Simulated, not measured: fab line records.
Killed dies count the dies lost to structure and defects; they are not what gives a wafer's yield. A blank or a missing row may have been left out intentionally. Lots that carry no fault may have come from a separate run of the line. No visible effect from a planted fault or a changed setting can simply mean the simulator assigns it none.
fab line records | flow sfq_line
record: lots: 7 | wafers: 21 | last_day: 90
route steps=325 shown I0@43 M1@58 I1@73 M8@325
lots that met no fault: taken from a fault-free run of the same line
start_h: hours from the record's opening day to when the first of the lot's shown wafers began | wait_h: hours since the lot's step before | " same as the row above | L1.1+2: a row that stands for several wafers | - either no value or no given start | * or withheld: withheld | < > ~ a bound
route shown NAME@n: NAME is a module with steps in the file, n the number in the route of the first one | usual: mean/standard deviation taken from wafers without a fault | same: alike in all rows | chamber/n: place in a boat | sites: per-site readings | _std_site: their standard deviation | _edge_site: outer sites' mean less inner sites' | radius_mm: for every site, how far away it sits from the centre of the wafer | mask NAME#n: copy n | behind: tool/chamber where the wafer was last shaped | hold: why the lot was held/for how many hours/how that ended | device: which transistor (n, p or np) failed to switch | end of line: at the end of the route, the tests of the same wafers | for a step that has no rows: nothing shown but its recipe | killed: dies that structure and defects cost at the first sort, which is not the same as the wafer's yield | map: a wafer's dies, x killed, . not, _ none there
set.NAME: setting as actually run; set.NAME@STEP: the setting as run at that earlier step | model.NAME: the simulator's own value behind a step, which no gauge read
lots at some steps of the route; a table a step, a row a wafer
services: when a tool's chamber went out of use (start_h, in hours from the record's first day, below 0 if earlier), for how many hours, and the reason
== steps ==
step: SFQ_TRILAYER_I0_DEP_PECVD_027
recipe: material: SiO2 | temp_c: 150 | time_s: 111.11 | pressure_torr: 2.4 | rf_w: 183.3 | precursor: SiH4/N2O | target_thk_nm: 500
step: SFQ_TRILAYER_I0_CMP_CMP_028
recipe: material: SiO2 | down_force_psi: 3 | platen_rpm: 60 | pad_velocity_m_s: 0.94248
step: SFQ_I0_BOW_MEAS_907
recipe: mode: bow
usual: I0_BOW: 1/7.1
lot.wafer | tool          | chamber | start_h | wait_h | I0_BOW[um]
L255.1    | film_metro-01 | -       | 244.38  | 1.0    | 4
L255.3    | "             | -       | "       | "      | -7
L255.5    | "             | -       | "       | "      | 6
L256.2    | film_metro-02 | -       | 245.57  | 2.0    | 10
L256.3    | "             | -       | "       | "      | 3
L256.6    | "             | -       | "       | "      | 12
L261.2    | film_metro-03 | -       | 280.46  | 1.0    | -1
L261.3    | "             | -       | "       | "      | -1
L261.6    | "             | -       | "       | "      | 12
L262.1    | film_metro-01 | -       | 289.39  | 2.0    | 5
L262.2    | "             | -       | "       | "      | 12
L262.3    | "             | -       | "       | "      | 6
L263.1    | film_metro-02 | -       | 296.49  | 1.5    | 4
L263.3    | "             | -       | "       | "      | -6
L263.5    | "             | -       | "       | "      | 5
L266.2    | film_metro-03 | -       | 438.08  | 1.5    | 5
L266.3    | "             | -       | "       | "      | -3
L266.5    | "             | -       | "       | "      | -8
L268.1    | film_metro-03 | -       | 453.06  | 1.5    | -5
L268.3    | "             | -       | "       | "      | -2
L268.6    | "             | -       | "       | "      | -8
step: SFQ_TRILAYER_I0_METRO_MEASURE_029
step: SFQ_TRILAYER_I0_VIA_LITHO_COAT_036
recipe: resist: BARC | spin_rpm: 3000 | resist_thk_nm: 62
step: SFQ_TRILAYER_I0_VIA_LITHO_COAT_031
recipe: resist: KrF | spin_rpm: 3000 | resist_thk_nm: 650
step: SFQ_TRILAYER_I0_VIA_LITHO_SOFTBAKE_035
recipe: temp_c: withheld | time_s: withheld | resist: KrF
step: SFQ_TRILAYER_I0_VIA_LITHO_EXPOSE_032
recipe: mask_id: I0 | na: 0.6 | source_shape: conventional | sigma_outer: 0.65 | target_cd_nm: 500 | dose_mj: 21.3
step: SFQ_TRILAYER_I0_VIA_LITHO_PEB_034
recipe: peb_temp_c: 115 | peb_time_s: 60 | resist: KrF
step: SFQ_TRILAYER_I0_VIA_LITHO_DEVELOP_033
recipe: time_s: 60 | resist: KrF
step: SFQ_I0_OVL_MEAS_908
usual: I0_OVL: 1/5.2
lot.wafer | tool       | chamber | start_h | wait_h | I0_OVL[nm]
L255.1    | overlay-01 | -       | 362.29  | 0.1    | 0
L255.3    | "          | -       | "       | "      | 6
L255.5    | "          | -       | "       | "      | 0
L256.2    | overlay-01 | -       | 363.50  | 0.1    | 4
L256.3    | "          | -       | "       | "      | 3
L256.6    | "          | -       | "       | "      | 2
L261.2    | overlay-02 | -       | 395.29  | 0.1    | 8
L261.3    | "          | -       | "       | "      | 5
L261.6    | "          | -       | "       | "      | 3
L262.1    | overlay-02 | -       | 402.49  | 0.1    | 5
L262.2    | "          | -       | "       | "      | 7
L262.3    | "          | -       | "       | "      | -2
L263.1    | overlay-01 | -       | 408.49  | 0.1    | -5
L263.3    | "          | -       | "       | "      | -1
L263.5    | "          | -       | "       | "      | -3
L266.2    | overlay-02 | -       | 442.06  | 0.1    | 10
L266.3    | "          | -       | "       | "      | 7
L266.5    | "          | -       | "       | "      | 12
L268.1    | overlay-01 | -       | 458.65  | 0.1    | 3
L268.3    | "          | -       | "       | "      | -6
L268.6    | "          | -       | "       | "      | -1
step: SFQ_TRILAYER_I0_VIA_BARC_OPEN_VIA_ETCH_046
recipe: mask_material: PR | chemistry: O2 | target_depth_nm: 125 | target: BARC | source_w: 500 | bias_w: 80 | pressure_mtorr: 30 | time_s: 41.7
step: SFQ_TRILAYER_I0_VIA_ETCH_VIA_ETCH_034
recipe: target: SiO2 | stop_on: Nb | mask_material: PR | taper_deg: 20 | chemistry: CHF3 | target_depth_nm: 260 | source_w: 500 | bias_w: 80 | pressure_mtorr: 30 | time_s: withheld
usual: bias_w: 80.00/0.23 | chamber_pressure_mTorr: 30.001/0.028 | drypump_motor_current_A: 5.6/0.37 | oes_product_au: 0.853/0.0054
lot.wafer | tool        | chamber | start_h | wait_h | bias_w | chamber_pressure_mTorr | drypump_motor_current_A | oes_product_au | model.KrF_of_TRILAYER_I0_VIA_LITHO_COAT_031.thk_nm
L255.1    | rie_diel-01 | 1       | 362.37  | 0.0    | 79.61  | 30.004                 | 5.8                     | 0.860          | 527.9
L255.3    | "           | 2       | "       | "      | 79.87  | 29.916                 | 5.9                     | 0.848          | 528.3
L255.5    | "           | 3       | "       | "      | 80.19  | 29.994                 | 5.1                     | 0.852          | 528.8
L256.2    | rie_diel-02 | 2       | 363.57  | 0.0    | 79.87  | 30.087                 | 5.8                     | 0.860          | 528.5
L256.3    | "           | 0       | "       | "      | 79.77  | 30.006                 | 5.5                     | 0.851          | 530.2
L256.6    | "           | 2       | "       | "      | 79.87  | 30.004                 | 5.8                     | 0.843          | 529.4
L261.2    | rie_diel-01 | 3       | 395.36  | 0.0    | -      | -                      | -                       | -              | 570.8
L261.3    | "           | 2       | "       | "      | -      | -                      | -                       | -              | 572.2
L261.6    | "           | 3       | "       | "      | -      | -                      | -                       | -              | 573.3
L262.1    | rie_diel-01 | 2       | 402.56  | 0.0    | -      | -                      | -                       | -              | 576.4
L262.2    | "           | 3       | "       | "      | -      | -                      | -                       | -              | 575.6
L262.3    | "           | 0       | "       | "      | -      | -                      | -                       | -              | 575.4
L263.1    | rie_diel-04 | 2       | 408.56  | 0.0    | -      | -                      | -                       | -              | 574
L263.3    | "           | 1       | "       | "      | -      | -                      | -                       | -              | 572.8
L263.5    | "           | 0       | "       | "      | -      | -                      | -                       | -              | 573
L266.2    | rie_diel-04 | 3       | 442.13  | 0.0    | 80.57  | 30.035                 | 6.2                     | 0.857          | 528.6
L266.3    | "           | 1       | "       | "      | 80.02  | 29.963                 | 5.8                     | 0.857          | 527.2
L266.5    | "           | 3       | "       | "      | 80.30  | 29.995                 | 6.2                     | 0.852          | 527.4
L268.1    | rie_diel-04 | 3       | 458.73  | 0.0    | 80.30  | 29.975                 | 6.3                     | 0.850          | 528.1
L268.3    | "           | 2       | "       | "      | 80.19  | 30.067                 | 6.0                     | 0.857          | 530
L268.6    | "           | 3       | "       | "      | 79.74  | 30.024                 | 6.2                     | 0.857          | 527
step: SFQ_TRILAYER_I0_VIA_STRIP_STRIP_035
recipe: gas: O2 | power_w: 200 | platen_temp_c: 40 | overash_fraction: 0.65 | chemistry: O2 | pressure_mtorr: 50
step: SFQ_TRILAYER_I0_VIA_STRIP_SOLV_CLEAN_036
recipe: chemistry: NMP | temp_c: 70 | time_s: 600
step: SFQ_TRILAYER_M1_DEP_PRE_CLEAN_038
recipe: gas: Ar | time_s: 22.5 | bias_v: 250
step: SFQ_TRILAYER_M1_DEP_SPUTTER_037
recipe: material: Nb | base_pressure_pa: 1.33e-06 | chamber_pressure_pa: 0.1333 | substrate_temp_c: 20 | resputter_cathode_voltage_v: 400 | target_thk_nm: 200 | power_w: 2000 | time_s: 133.3
usual: throttle_valve_pct: 30.1/1.2
lot.wafer | tool           | chamber | start_h | wait_h | throttle_valve_pct
L255.1    | pvd_sputter-04 | -       | 363.29  | 0.0    | 31.2
L255.3    | "              | -       | "       | "      | 28.3
L255.5    | "              | -       | "       | "      | 31.6
L256.2    | pvd_sputter-03 | -       | 364.54  | 0.0    | 29.7
L256.3    | "              | -       | "       | "      | 29.0
L256.6    | "              | -       | "       | "      | 30.9
L261.2    | pvd_sputter-04 | -       | 396.28  | 0.0    | 28.3
L261.3    | "              | -       | "       | "      | 31.3
L261.6    | "              | -       | "       | "      | 28.2
L262.1    | pvd_sputter-04 | -       | 403.48  | 0.0    | 28.3
L262.2    | "              | -       | "       | "      | 31.3
L262.3    | "              | -       | "       | "      | 31.4
L263.1    | pvd_sputter-03 | -       | 409.48  | 0.0    | 29.0
L263.3    | "              | -       | "       | "      | 28.6
L263.5    | "              | -       | "       | "      | 28.9
L266.2    | pvd_sputter-04 | -       | 443.06  | 0.0    | 30.7
L266.3    | "              | -       | "       | "      | 31.2
L266.5    | "              | -       | "       | "      | 27.9
L268.1    | pvd_sputter-06 | -       | 459.65  | 0.0    | 31.8
L268.3    | "              | -       | "       | "      | 29.4
L268.6    | "              | -       | "       | "      | 30.4
step: SFQ_M1_RS_MEAS_909
recipe: thk_meas_gauge: four-point-probe | reads: Nb_of_TRILAYER_M1_DEP_SPUTTER_037
usual: M1_NB_RS: 0.889/0.01
lot.wafer | tool          | chamber | start_h | wait_h | M1_NB_RS[ohm/sq]
L255.1    | film_metro-04 | -       | 363.38  | 0.0    | 0.903
L255.3    | "             | -       | "       | "      | 0.898
L255.5    | "             | -       | "       | "      | 0.901
L256.2    | film_metro-04 | -       | 364.65  | 0.1    | 0.913
L256.3    | "             | -       | "       | "      | 0.889
L256.6    | "             | -       | "       | "      | 0.906
L261.2    | film_metro-02 | -       | 396.39  | 0.1    | 0.878
L261.3    | "             | -       | "       | "      | 0.878
L261.6    | "             | -       | "       | "      | 0.881
L262.1    | film_metro-02 | -       | 403.57  | 0.0    | 0.874
L262.2    | "             | -       | "       | "      | 0.874
L262.3    | "             | -       | "       | "      | 0.881
L263.1    | film_metro-01 | -       | 409.57  | 0.0    | 0.897
L263.3    | "             | -       | "       | "      | 0.887
L263.5    | "             | -       | "       | "      | 0.890
L266.2    | film_metro-04 | -       | 443.17  | 0.1    | 0.880
L266.3    | "             | -       | "       | "      | 0.885
L266.5    | "             | -       | "       | "      | 0.879
L268.1    | film_metro-04 | -       | 459.74  | 0.0    | 0.885
L268.3    | "             | -       | "       | "      | 0.890
L268.6    | "             | -       | "       | "      | 0.898
step: SFQ_TRILAYER_M1_LITHO_COAT_044
recipe: resist: BARC | spin_rpm: 3000 | resist_thk_nm: 62
step: SFQ_TRILAYER_M1_LITHO_COAT_039
recipe: resist: KrF | spin_rpm: 3000 | resist_thk_nm: 600
step: SFQ_TRILAYER_M1_LITHO_SOFTBAKE_043
recipe: temp_c: withheld | time_s: withheld | resist: KrF
step: SFQ_TRILAYER_M1_LITHO_EXPOSE_040
recipe: mask_id: M1 | na: 0.6 | source_shape: conventional | sigma_outer: 0.65 | target_cd_nm: 500 | dose_mj: 14.4
step: SFQ_TRILAYER_M1_LITHO_PEB_042
recipe: peb_temp_c: 115 | peb_time_s: 60 | resist: KrF
step: SFQ_TRILAYER_M1_LITHO_DEVELOP_041
recipe: time_s: 60 | resist: KrF
step: SFQ_M1_OVL_MEAS_911
usual: M1_OVL: 3/5.8
lot.wafer | tool       | chamber | start_h | wait_h | M1_OVL[nm]
L255.1    | overlay-02 | -       | 472.21  | 0.1    | 1
L255.3    | "          | -       | "       | "      | -3
L255.5    | "          | -       | "       | "      | -3
L256.2    | overlay-01 | -       | 473.42  | 0.1    | 10
L256.3    | "          | -       | "       | "      | -1
L256.6    | "          | -       | "       | "      | 6
L261.2    | overlay-01 | -       | 513.75  | 0.1    | 9
L261.3    | "          | -       | "       | "      | 13
L261.6    | "          | -       | "       | "      | 5
L262.1    | overlay-01 | -       | 522.14  | 0.1    | -12
L262.2    | "          | -       | "       | "      | -8
L262.3    | "          | -       | "       | "      | -14
L263.1    | overlay-02 | -       | 526.94  | 0.1    | 0
L263.3    | "          | -       | "       | "      | 1
L263.5    | "          | -       | "       | "      | 2
L266.2    | overlay-02 | -       | 564.70  | 0.1    | 7
L266.3    | "          | -       | "       | "      | 3
L266.5    | "          | -       | "       | "      | 5
L268.1    | overlay-02 | -       | 581.61  | 0.1    | -4
L268.3    | "          | -       | "       | "      | -4
L268.6    | "          | -       | "       | "      | -8
step: SFQ_TRILAYER_M1_BARC_OPEN_METAL_ETCH_054
recipe: mask_material: PR | chemistry: O2 | target_depth_nm: 125 | target: BARC | icp_w: 600 | bias_w: 80 | pressure_mtorr: 10 | time_s: 41.7
usual: bias_w: 79.98/0.22 | chamber_pressure_mTorr: 10.000/0.0092 | drypump_motor_current_A: 5.6/0.67 | oes_product_au: 0.685/0.0053
lot.wafer | tool         | chamber | start_h | wait_h | bias_w | chamber_pressure_mTorr | drypump_motor_current_A | oes_product_au | rf_hours_counter_h
L255.1    | rie_metal-01 | 0       | 472.25  | 0.0    | 80.08  | 10.015                 | 5.1                     | 0.680          | 4
L255.3    | "            | 0       | "       | "      | 79.73  | 9.988                  | 5.1                     | 0.692          | -
L255.5    | "            | 1       | "       | "      | 80.04  | 10.010                 | 6.6                     | 0.673          | -
L256.2    | rie_metal-03 | 1       | 473.47  | 0.0    | 79.69  | 10.001                 | 5.3                     | 0.690          | -
L256.3    | "            | 1       | "       | "      | 80.21  | 10.013                 | 5.3                     | 0.685          | -
L256.6    | "            | 1       | "       | "      | 79.95  | 10.011                 | 5.2                     | 0.677          | -
L261.2    | rie_metal-03 | 0       | 513.78  | 0.0    | 79.86  | 10.007                 | 5.1                     | 0.686          | 5
L261.3    | "            | 0       | "       | "      | 79.74  | 10.006                 | 5.1                     | 0.683          | -
L261.6    | "            | 1       | "       | "      | 79.66  | 10.013                 | 5.3                     | 0.692          | -
L262.1    | rie_metal-03 | 1       | 522.18  | 0.0    | 80.41  | 10.020                 | 5.3                     | 0.687          | 161
L262.2    | "            | 0       | "       | "      | 80.16  | 9.996                  | 5.1                     | 0.674          | 7
L262.3    | "            | 1       | "       | "      | 80.31  | 9.993                  | 5.2                     | 0.685          | -
L263.1    | rie_metal-02 | 0       | 526.98  | 0.0    | 79.87  | 9.997                  | 5.0                     | 0.688          | 20
L263.3    | "            | 0       | "       | "      | 80.12  | 9.991                  | 5.0                     | 0.691          | -
L263.5    | "            | 1       | "       | "      | 79.80  | 10.001                 | 5.8                     | 0.690          | -
L266.2    | rie_metal-02 | 0       | 564.75  | 0.0    | 80.15  | 10.010                 | 5.0                     | 0.683          | -
L266.3    | "            | 0       | "       | "      | 80.13  | 10.004                 | 5.0                     | 0.687          | -
L266.5    | "            | 0       | "       | "      | 80.28  | 10.019                 | 5.0                     | 0.683          | -
L268.1    | rie_metal-01 | 1       | 581.65  | 0.0    | 79.76  | 10.008                 | 6.7                     | 0.682          | 2
L268.3    | "            | 1       | "       | "      | 80.17  | 9.999                  | 6.7                     | 0.684          | -
L268.6    | "            | 1       | "       | "      | 79.79  | 9.988                  | 6.7                     | 0.689          | -
step: SFQ_TRILAYER_M1_ETCH_METAL_ETCH_042
recipe: target: Nb | stop_on: SiO2 | mask_material: PR | chemistry: Cl2/Ar | target_depth_nm: 240 | icp_w: 600 | bias_w: 80 | pressure_mtorr: 10 | time_s: 120
step: SFQ_TRILAYER_M1_STRIP_STRIP_043
recipe: gas: O2 | power_w: 200 | platen_temp_c: 40 | overash_fraction: 0.65 | chemistry: O2 | pressure_mtorr: 50
usual: drypump_motor_current_A: 5.6/0.67 | oes_product_au: 0.995/0.0096
lot.wafer | tool         | chamber | start_h | wait_h | drypump_motor_current_A | oes_product_au | rf_hours_counter_h
L255.1    | rie_metal-01 | 0       | 472.43  | 0.1    | 5.1                     | 0.996          | 4
L255.3    | "            | 0       | "       | "      | 5.1                     | 0.996          | -
L255.5    | "            | 1       | "       | "      | 6.6                     | 0.980          | -
L256.2    | rie_metal-03 | 1       | 474.02  | 0.4    | 5.3                     | 1.009          | -
L256.3    | "            | 1       | "       | "      | 5.2                     | 1.011          | -
L256.6    | "            | 1       | "       | "      | 5.3                     | 1.006          | -
L261.2    | rie_metal-03 | 0       | 513.96  | 0.1    | 5.1                     | 1.008          | 5
L261.3    | "            | 0       | "       | "      | 5.1                     | 1.004          | -
L261.6    | "            | 1       | "       | "      | 5.2                     | 1.012          | -
L262.1    | rie_metal-03 | 1       | 522.36  | 0.1    | 5.2                     | 1.006          | 161
L262.2    | "            | 0       | "       | "      | 5.1                     | 1.005          | 7
L262.3    | "            | 1       | "       | "      | 5.2                     | 0.998          | -
L263.1    | rie_metal-02 | 0       | 527.16  | 0.1    | 5.0                     | 0.997          | 20
L263.3    | "            | 0       | "       | "      | 5.0                     | 0.993          | -
L263.5    | "            | 1       | "       | "      | 5.7                     | 1.002          | -
L266.2    | rie_metal-02 | 0       | 565.30  | 0.4    | 5.0                     | 0.995          | -
L266.3    | "            | 0       | "       | "      | 5.0                     | 0.996          | -
L266.5    | "            | 0       | "       | "      | 5.0                     | 1.005          | -
L268.1    | rie_metal-01 | 1       | 582.02  | 0.2    | 6.6                     | 1.006          | 3
L268.3    | "            | 1       | "       | "      | 6.7                     | 1.004          | -
L268.6    | "            | 1       | "       | "      | 6.7                     | 0.999          | -
step: SFQ_TRILAYER_M1_STRIP_SOLV_CLEAN_044
recipe: chemistry: NMP | temp_c: 70 | time_s: 600
step: SFQ_TRILAYER_I1_DEP_PECVD_045
recipe: material: SiO2 | temp_c: 150 | time_s: 111.11 | pressure_torr: 2.4 | rf_w: 183.3 | precursor: SiH4/N2O | target_thk_nm: 500
usual: heater_power_w: 93/11 | throttle_valve_pct: 24.3/1.4
lot.wafer | tool     | chamber | start_h | wait_h | heater_power_w | throttle_valve_pct
L255.1    | pecvd-02 | 0       | 473.21  | 0.0    | 99             | 24.0
L255.3    | "        | 1       | "       | "      | 102            | 25.2
L255.5    | "        | 1       | "       | "      | 84             | 25.4
L256.2    | pecvd-01 | 2       | 475.19  | 0.0    | 105            | 24.6
L256.3    | "        | 0       | "       | "      | 69             | 27.6
L256.6    | "        | 1       | "       | "      | 97             | 25.4
L261.2    | pecvd-01 | 1       | 514.74  | 0.0    | 97             | 25.5
L261.3    | "        | 0       | "       | "      | 75             | 27.6
L261.6    | "        | 1       | "       | "      | 97             | 25.6
L262.1    | pecvd-02 | 1       | 523.15  | 0.0    | 98             | 25.4
L262.2    | "        | 2       | "       | "      | 77             | 23.6
L262.3    | "        | 0       | "       | "      | 94             | 24.2
L263.1    | pecvd-01 | 1       | 527.94  | 0.0    | 100            | 25.7
L263.3    | "        | 0       | "       | "      | 73             | 27.7
L263.5    | "        | 0       | "       | "      | 75             | 27.8
L266.2    | pecvd-03 | 1       | 566.47  | 0.0    | 99             | 25.0
L266.3    | "        | 0       | "       | "      | 116            | 23.2
L266.5    | "        | 1       | "       | "      | 84             | 25.2
L268.1    | pecvd-02 | 0       | 583.40  | 0.0    | 107            | 21.3
L268.3    | "        | 2       | "       | "      | 93             | 22.7
L268.6    | "        | 1       | "       | "      | 95             | 23.7
step: SFQ_TRILAYER_I1_CMP_CMP_046
recipe: material: SiO2 | down_force_psi: 3 | platen_rpm: 60 | pad_velocity_m_s: 0.94248
step: SFQ_I1_BOW_MEAS_912
recipe: mode: bow
usual: I1_BOW: 1/7.5
lot.wafer | tool          | chamber | start_h | wait_h | I1_BOW[um]
L255.1    | film_metro-04 | -       | 479.28  | 2.0    | 6
L255.3    | "             | -       | "       | "      | -5
L255.5    | "             | -       | "       | "      | 7
L256.2    | film_metro-01 | -       | 480.08  | 1.0    | 15
L256.3    | "             | -       | "       | "      | 9
L256.6    | "             | -       | "       | "      | 18
L261.2    | film_metro-01 | -       | 517.83  | 1.5    | 2
L261.3    | "             | -       | "       | "      | 2
L261.6    | "             | -       | "       | "      | 15
L262.1    | film_metro-01 | -       | 526.23  | 2.0    | 5
L262.2    | "             | -       | "       | "      | 10
L262.3    | "             | -       | "       | "      | 3
L263.1    | film_metro-01 | -       | 531.01  | 2.0    | 2
L263.3    | "             | -       | "       | "      | -6
L263.5    | "             | -       | "       | "      | 4
L266.2    | film_metro-01 | -       | 585.44  | 2.5    | 3
L266.3    | "             | -       | "       | "      | -6
L266.5    | "             | -       | "       | "      | -10
L268.1    | film_metro-01 | -       | 603.40  | 2.0    | -2
L268.3    | "             | -       | "       | "      | 2
L268.6    | "             | -       | "       | "      | -5
step: SFQ_TRILAYER_I1_METRO_MEASURE_047
usual: thk_nm: 199.8/1
lot.wafer | tool          | chamber | start_h | wait_h | thk_nm
L255.1    | film_metro-04 | -       | 479.40  | 0.1    | 200.4
L255.3    | "             | -       | "       | "      | 201.6
L255.5    | "             | -       | "       | "      | 199.9
L256.2    | film_metro-01 | -       | 480.38  | 0.3    | 200.5
L256.3    | "             | -       | "       | "      | 200.2
L256.6    | "             | -       | "       | "      | 200.6
L261.2    | film_metro-01 | -       | 518.13  | 0.3    | 198.5
L261.3    | "             | -       | "       | "      | 200.3
L261.6    | "             | -       | "       | "      | 199.9
L262.1    | film_metro-01 | -       | 526.35  | 0.1    | 199.6
L262.2    | "             | -       | "       | "      | 199.4
L262.3    | "             | -       | "       | "      | 200.2
L263.1    | film_metro-01 | -       | 531.13  | 0.1    | 201.0
L263.3    | "             | -       | "       | "      | 200.3
L263.5    | "             | -       | "       | "      | 200.1
L266.2    | film_metro-01 | -       | 585.74  | 0.3    | 199.7
L266.3    | "             | -       | "       | "      | 200.4
L266.5    | "             | -       | "       | "      | 199.3
L268.1    | film_metro-01 | -       | 603.52  | 0.1    | 201.8
L268.3    | "             | -       | "       | "      | 198.9
L268.6    | "             | -       | "       | "      | 200.6
step: SFQ_TRILAYER_I1_VIA_LITHO_COAT_054
recipe: resist: BARC | spin_rpm: 3000 | resist_thk_nm: 62
step: SFQ_TRILAYER_I1_VIA_LITHO_COAT_049
recipe: resist: KrF | spin_rpm: 3000 | resist_thk_nm: 650
step: SFQ_TRILAYER_I1_VIA_LITHO_SOFTBAKE_053
recipe: temp_c: withheld | time_s: withheld | resist: KrF
step: SFQ_TRILAYER_I1_VIA_LITHO_EXPOSE_050
recipe: mask_id: I1 | na: 0.6 | source_shape: conventional | sigma_outer: 0.65 | target_cd_nm: 500 | dose_mj: 21.3
step: SFQ_TRILAYER_I1_VIA_LITHO_PEB_052
recipe: peb_temp_c: 115 | peb_time_s: 60 | resist: KrF
step: SFQ_TRILAYER_I1_VIA_LITHO_DEVELOP_051
recipe: time_s: 60 | resist: KrF
step: SFQ_I1_OVL_MEAS_913
usual: I1_OVL: -1/4.4
lot.wafer | tool       | chamber | start_h | wait_h | I1_OVL[nm]
L255.1    | overlay-01 | -       | 606.21  | 0.1    | 0
L255.3    | "          | -       | "       | "      | -2
L255.5    | "          | -       | "       | "      | -3
L256.2    | overlay-01 | -       | 607.42  | 0.1    | -6
L256.3    | "          | -       | "       | "      | -2
L256.6    | "          | -       | "       | "      | -3
L261.2    | overlay-02 | -       | 657.27  | 0.1    | 0
L261.3    | "          | -       | "       | "      | 0
L261.6    | "          | -       | "       | "      | 1
L262.1    | overlay-02 | -       | 671.66  | 0.1    | 3
L262.2    | "          | -       | "       | "      | 0
L262.3    | "          | -       | "       | "      | -1
L263.1    | overlay-02 | -       | 677.66  | 0.1    | -6
L263.3    | "          | -       | "       | "      | -2
L263.5    | "          | -       | "       | "      | 0
L266.2    | overlay-02 | -       | 717.27  | 0.1    | 6
L266.3    | "          | -       | "       | "      | 12
L266.5    | "          | -       | "       | "      | 7
L268.1    | overlay-01 | -       | 728.20  | 0.1    | 4
L268.3    | "          | -       | "       | "      | -5
L268.6    | "          | -       | "       | "      | -10
step: SFQ_TRILAYER_I1_VIA_BARC_OPEN_VIA_ETCH_071
recipe: mask_material: PR | chemistry: O2 | target_depth_nm: 125 | target: BARC | source_w: 500 | bias_w: 80 | pressure_mtorr: 30 | time_s: 41.7
step: SFQ_M8_BOW_MEAS_951
recipe: mode: bow
usual: M8_BOW: 6/12
lot.wafer | tool          | chamber | start_h | wait_h | M8_BOW[um] | model.etest.i0.link_ohm
L255.1    | film_metro-03 | -       | 1846.71 | 0.0    | 10         | 1.988
L255.3    | "             | -       | "       | "      | 0          | 1.965
L255.5    | "             | -       | "       | "      | 11         | 1.965
L256.2    | film_metro-03 | -       | 1903.29 | 0.0    | 27         | 1.982
L256.3    | "             | -       | "       | "      | 21         | 1.944
L256.6    | "             | -       | "       | "      | 30         | 1.976
L261.2    | film_metro-03 | -       | 2040.35 | 0.0    | 16         | 1e+06
L261.3    | "             | -       | "       | "      | 16         | 1e+06
L261.6    | "             | -       | "       | "      | 27         | 1e+06
L262.1    | film_metro-02 | -       | 2079.08 | 0.0    | 2          | 1e+06
L262.2    | "             | -       | "       | "      | 7          | 1e+06
L262.3    | "             | -       | "       | "      | 2          | 1e+06
L263.1    | film_metro-03 | -       | 2082.68 | 0.0    | 3          | 1e+06
L263.3    | "             | -       | "       | "      | -6         | 1e+06
L263.5    | "             | -       | "       | "      | 6          | 1e+06
L266.2    | film_metro-03 | -       | 2149.37 | 0.0    | 23         | 1.947
L266.3    | "             | -       | "       | "      | 17         | 1.954
L266.5    | "             | -       | "       | "      | 12         | 1.944
L268.1    | film_metro-03 | -       | 2157.73 | 0.0    | 0          | 1.955
L268.3    | "             | -       | "       | "      | 3          | 1.961
L268.6    | "             | -       | "       | "      | -3         | 1.962
== services ==
tool           | chamber | start_h | hours | kind
rie_diel-04    | -       | 371.02  | 0.4   | repair
rie_metal-02   | -       | 371.76  | 4.3   | pm
rie_diel-01    | 1       | 377.82  | 11.1  | repair
pecvd-01       | -       | 391.28  | 14.6  | pm
rie_diel-04    | 1       | 397.38  | 8.4   | repair
film_metro-01  | -       | 402.21  | 1.1   | pm
rie_metal-03   | -       | 422.78  | 2.8   | pm
pvd_sputter-04 | -       | 433.68  | 1.1   | repair
rie_diel-01    | 3       | 436.16  | 7.3   | repair
film_metro-01  | -       | 461.25  | 0.6   | pm
rie_diel-01    | 0       | 474.69  | 10.5  | repair
film_metro-01  | -       | 481.38  | 0.8   | pm
rie_metal-01   | 0       | 495.49  | 4.0   | repair
pecvd-01       | -       | 498.53  | 2.8   | pm
rie_diel-01    | 2       | 500.47  | 5.5   | repair
film_metro-01  | -       | 503.44  | 0.8   | pm
rie_diel-04    | 0       | 509.84  | 5.5   | repair
rie_metal-02   | 0       | 525.19  | 1.5   | repair
pvd_sputter-04 | -       | 527.06  | 0.7   | repair
rie_metal-03   | -       | 545.34  | 0.9   | repair
rie_metal-02   | -       | 548.38  | 2.3   | repair
rie_metal-02   | -       | 571.03  | 14.6  | pm
rie_metal-01   | 0       | 581.34  | 4.3   | repair
rie_metal-02   | 1       | 602.67  | 3.5   | repair
== key ==
first_sign: step: SFQ_TRILAYER_I0_VIA_ETCH_VIA_ETCH_034 | reading: tool_record | direction: missing
effect none on later readings
model_effect: step: SFQ_TRILAYER_I0_VIA_ETCH_VIA_ETCH_034 | value: KrF_of_TRILAYER_I0_VIA_LITHO_COAT_031.thk_nm | without: 529.4 | struck: 573.7
model_effect: step: SFQ_M8_BOW_MEAS_951 | value: etest.i0.link_ohm | without: 1.96 | struck: 1e+06
met_at SFQ_TRILAYER_I0_VIA_ETCH_VIA_ETCH_034
struck_wafers L261.2,L261.3,L261.6,L262.1,L262.2,L262.3,L263.1,L263.3,L263.5
onset_between 362.37 395.36
fault: kind: skipped_step_whole | tool: rie_diel-01,rie_diel-04 | chamber: - | onset_h: 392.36 | steps: SFQ_TRILAYER_I0_VIA_ETCH_VIA_ETCH_034 | scope: struck_lots_only
